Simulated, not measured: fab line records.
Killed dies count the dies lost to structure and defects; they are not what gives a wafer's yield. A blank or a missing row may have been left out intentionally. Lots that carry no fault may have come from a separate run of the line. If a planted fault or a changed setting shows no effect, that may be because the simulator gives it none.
A lot that was struck, set against a sound lot | flow sky130 | 18 out of 708 route steps
Sound: the wafers L339.2, L339.5, L339.6. Wafers struck: L352.2, L352.4, L352.5. The cause comes at the end.
At each step with rows: each side's tool, then ch and its chambers, then its first start. Under that, the readings that differ: sound wafers | struck wafers | difference of the means | sigmas: that difference in standard deviations of wafers without a fault.
alike: same words and numbers on both sides, and readings whose means sit less than 2 such deviations apart. not compared: any withheld reading, any reading some wafer has no value for, any bound like >300 that may hide the same value, and any number with overlapping values for which the record gives no deviation.
A row with sigmas, a row that says differs or no value, or rows on one side alone: a step with any of these is where the two part. When numbers do not overlap yet have no deviation, they are printed without sigmas and do not part them. A reading missing from all wafers of one side parts the sides only when that side holds two or more wafers.

SKY_FIELD_ISO_THK_MEAS_02:
  sound on filmMetro-04, day 2 17:38; struck on filmMetro-01, day 5 10:38
  alike: FIELD_ISO_OXIDATION_00_THK
then, 1 step without rows for these wafers: SKY_FIELD_ISO_CVD_03 (deposits Si3N4 from DCS/NH3, target thk 165 nm, time 2830 s).
SKY_FIELD_ISO_THK_MEAS_04:
  sound on filmMetro-01, day 2 19:29; struck on filmMetro-04, day 5 12:29
reading                   | sound             | struck            | difference | sigmas
FIELD_ISO_CVD_03_THK (nm) | 158.9 159.3 159.9 | 162.4 163.1 162.9 | +3.4       | +2
then, 8 steps without rows for these wafers: SKY_FIELD_ISO_DEHYDRATE_05 (time 60 s); SKY_FIELD_ISO_HMDS_06 (prime time 60 s); SKY_FIELD_ISO_COAT_07 (resist thk 60 nm); SKY_FIELD_ISO_COAT_08 (resist thk 450 nm); SKY_FIELD_ISO_SOFTBAKE_09 (time 90 s); SKY_FIELD_ISO_EXPOSE_10 (exposes mask FOM, target cd 150 nm); SKY_FIELD_ISO_PEB_11; SKY_FIELD_ISO_DEVELOP_12 (develop time 60 s).
SKY_FIELD_ISO_CD_MEAS_13: target cd 150 nm.
  sound on cdSem-02, day 3 10:52; struck on cdSem-01, day 6 05:56
  alike: cdNm
SKY_FIELD_ISO_ETCH_14: etches BARC in N2/H2, stops on SiO2, time 45.9 s, target depth 60 nm.
  sound on rieDiel-02 ch 0,2, day 3 10:58; struck on rieDiel-02 ch 0,1,2, day 6 06:02
reading                                         | sound                | struck               | difference | sigmas
oesProductAu (a.u.)                             | 0.863 0.857 0.854    | 0.614 0.613 0.614    | -0.244     | -51
runLengthS (s)                                  | 73.9 74.0 74.6       | 121.4 121.2 121.7    | +47.3      | +83
throttleValvePct (%)                            | 13.236 13.236 13.210 | 13.204 13.206 13.212 | -0.020     | -2
model.KrF-thick_of_FIELD_ISO_COAT_08.thkNm (nm) | 391.4 392.3 392.2    | 348.3 348.5 349.2    | -43.3      | 
model.FIELD_ISO.cdNm (nm)                       | 147.3 147.6 149      | 139.2 141.8 139.5    | -7.8       | 
  alike: chamberPressureMTorr, drypumpMotorCurrentA, n2FlowSccm
  not compared: rfHoursCounterH
SKY_FIELD_ISO_ETCH_15: etches the open film in CHF3/O2, stops on Si, target depth 180 nm, time 72 s.
  sound on rieDiel-02 ch 0,2, day 3 11:01; struck on rieDiel-02 ch 0,1,2, day 6 06:05
reading                                         | sound             | struck            | difference | sigmas
oesProductAu (a.u.)                             | 0.915 0.919 0.927 | 0.932 0.938 0.937 | +0.015     | +2
model.KrF-thick_of_FIELD_ISO_COAT_08.thkNm (nm) | 234.9 237.4 234.7 | 191.9 191.4 194.4 | -43.1      | 
  alike: chamberPressureMTorr, drypumpMotorCurrentA, runLengthS, throttleValvePct
  not compared: rfHoursCounterH
SKY_FIELD_ISO_STRIP_16: strips in O2/N2.
  sound on plasmaAsher-04 ch 0,1, day 3 11:04; struck on plasmaAsher-04 ch 0,1, day 6 06:08
reading                  | sound             | struck            | difference | sigmas
oesProductAu (a.u.)      | 0.369 0.376 0.378 | 0.358 0.354 0.364 | -0.016     | -4
stripTimeToEndpointS (s) | 3.53 3.58 3.53    | 3.07 3.07 3.09    | -0.47      | -15
  alike: chamberPressureMTorr, drypumpMotorCurrentA, n2FlowSccm
  not compared: rfHoursCounterH
SKY_FIELD_ISO_ETCH_17: etches Si in HBr/Cl2/O2, target depth 342 nm, time 97.7 s.
  sound on rieSi-01 ch 1,2, day 3 11:10; struck on rieSi-02 ch 0,1,2, day 6 06:14
reading                   | sound             | struck          | difference | sigmas
model.FIELD_ISO.cdNm (nm) | 145.3 146.5 150.9 | 138.8 142 141.1 | -6.9       | 
  alike: chamberPressureMTorr, drypumpMotorCurrentA, mfcCl2Sccm, oesProductAu, runLengthS, throttleValvePct
  not compared: rfHoursCounterH
then, 1 step without rows for these wafers: SKY_FIELD_ISO_WET_ETCH_18 (etches Si3N4 in H3PO4, target depth 25 nm, time 286 s).
-- record jumps: 44 days separate the struck wafers' starts on either side; left off in module FIELD_ISO, taken up again in module PAD_OPEN, whose first shown step is the route's number 708 --
SKY_PAD_OPEN_PROBE_99:
  sound on prober-02, day 47 04:47; struck on prober-02, day 50 00:46
reading                            | sound             | struck            | difference | sigmas
model.etest.resPdiff.lineOhmUm     | 1430 1395 1359    | 1492 1458 1490    | +85        | 
model.etest.resNdiff.lineOhmUm     | 770.8 759.3 745   | 812.8 805.7 795.2 | +46.2      | 
model.etest.sramNfetPass.driveUaUm | 503.3 470.1 494.7 | 444.5 456.1 457.1 | -36.8      | 
model.etest.resNdiff.widthNm (nm)  | 151.2 153.2 158   | 145.4 148.3 148   | -6.9       | 
model.etest.resPdiff.widthNm (nm)  | 139.2 140.3 145.2 | 132.5 136.2 134.8 | -7.1       | 
  alike: killed_at_M0_to_M3, killed_at_M4_up, killedAtContacts, killedAtFrontEnd, killedAtOther, killedDies, killedOpen, killedShort
  not compared: model.etest.pfetG5v0d10v5.rOnOhmUm

== WHERE THEY PART ==
At SKY_FIELD_ISO_THK_MEAS_04 first; at SKY_FIELD_ISO_STRIP_16 last (within this record only). Later steps at which nothing parts them and some readings are alike: SKY_FIELD_ISO_ETCH_17, SKY_PAD_OPEN_PROBE_99.

WHY: what the simulator had put in
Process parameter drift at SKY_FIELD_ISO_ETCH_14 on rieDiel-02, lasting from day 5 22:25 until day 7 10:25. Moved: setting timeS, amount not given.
